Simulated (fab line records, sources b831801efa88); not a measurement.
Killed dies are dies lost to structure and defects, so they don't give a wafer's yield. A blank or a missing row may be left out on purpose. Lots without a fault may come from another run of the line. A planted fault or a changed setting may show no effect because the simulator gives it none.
Chamber matching | flow gf180mcu | GF_V3_CMP_26 on cmp-02: 4 sister chambers
The step polishes, stops on SiO2, t overpolish 15 s, target thk 0 nm. 24 wafers are shown with their chamber, then 12 later ones without.

WAFERS WITH THEIR CHAMBER
wafer  | chamber | motor_current_A (A) | time_to_endpoint_s (s) | overpolish_run_s (s)
L074.2 | 1       | 12.7                | 89                     | 14.995
L074.5 | 1       | 13.2                | 86                     | 15.007
L074.6 | 0       | 10.2                | 81                     | 15.004
L079.2 | 1       | 12.7                | 86                     | 14.996
L079.3 | 3       | 9.6                 | 84                     | 15.003
L079.4 | 2       | 11.0                | 88                     | 14.988
L080.2 | 0       | 9.8                 | 81                     | 14.991
L080.3 | 2       | 11.3                | 94                     | 14.983
L080.5 | 1       | 12.4                | 96                     | 14.994
L081.4 | 3       | 10.1                | 85                     | 14.992
L081.5 | 2       | 10.4                | 90                     | 15.000
L081.6 | 1       | 12.2                | 89                     | 15.014
L084.2 | 2       | 10.5                | 93                     | 15.007
L084.4 | 3       | 9.6                 | 84                     | 14.994
L084.6 | 0       | 9.9                 | 82                     | 15.001
L087.2 | 0       | 10.2                | 77                     | 14.999
L087.3 | 1       | 12.4                | 89                     | 14.992
L087.4 | 2       | 11.4                | 87                     | 14.999
L088.3 | 0       | 10.3                | 79                     | 14.997
L088.5 | 0       | 10.3                | 80                     | 14.993
L088.6 | 3       | 10.2                | 81                     | 15.001
L091.4 | 0       | 10.2                | 80                     | 14.983
L091.5 | 3       | 9.4                 | 81                     | 14.991
L091.6 | 0       | 10.4                | 83                     | 14.988

SIGNATURES (means of the wafers above)
reading            | chamber 0 | chamber 1 | chamber 2 | chamber 3 | scatter within a chamber
motor_current_A    | 10.162    | 12.600    | 10.920    | 9.780     | 0.334
time_to_endpoint_s | 80.38     | 89.17     | 90.40     | 83.00     | 2.66
overpolish_run_s   | 14.99450  | 14.99967  | 14.99540  | 14.99620  | 0.00784
Rule: a wafer's distance from a chamber is the root of the sum, over the readings, of the square of ((its reading less the chamber's mean) divided by the reading's scatter). The wafer belongs to the nearest chamber; if the next one is less than 2 further off, it can't be placed. The scatter: the root of (the sum of the squares of (reading less its chamber's mean) over the shown wafers, divided by (wafers less chambers)).

WAFERS WITHOUT THEIR CHAMBER
wafer  | motor_current_A (A) | time_to_endpoint_s (s) | overpolish_run_s (s)
L092.2 | 10.0                | 85                     | 14.997
L092.3 | 11.1                | 91                     | 14.991
L092.5 | 9.6                 | 79                     | 14.998
L094.3 | 11.1                | 91                     | 14.990
L094.4 | 9.7                 | 83                     | 14.990
L094.6 | 10.3                | 82                     | 15.004
L095.2 | 9.9                 | 80                     | 14.998
L095.5 | 12.2                | 92                     | 14.986
L095.6 | 10.4                | 79                     | 15.003
L097.1 | 12.8                | 89                     | 14.995
L097.3 | 10.0                | 82                     | 14.993
L097.5 | 10.9                | 91                     | 15.002

WHICH CHAMBER EACH WENT THROUGH
wafer  | from the rows above     | in truth
L092.2 | can't be placed: 3 or 0 | 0
L092.3 | 2                       | 2
L092.5 | can't be placed: 3 or 0 | 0
L094.3 | 2                       | 2
L094.4 | can't be placed: 3 or 0 | 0
L094.6 | can't be placed: 0 or 3 | 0
L095.2 | can't be placed: 0 or 3 | 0
L095.5 | can't be placed: 1 or 2 | 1
L095.6 | can't be placed: 0 or 3 | 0
L097.1 | 1                       | 1
L097.3 | can't be placed: 0 or 3 | 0
L097.5 | 2                       | 2
Placed correctly: 4 of 12. Can't be placed from these rows: 8 (the true chamber is among the candidates in 8). Placed wrongly: 0.
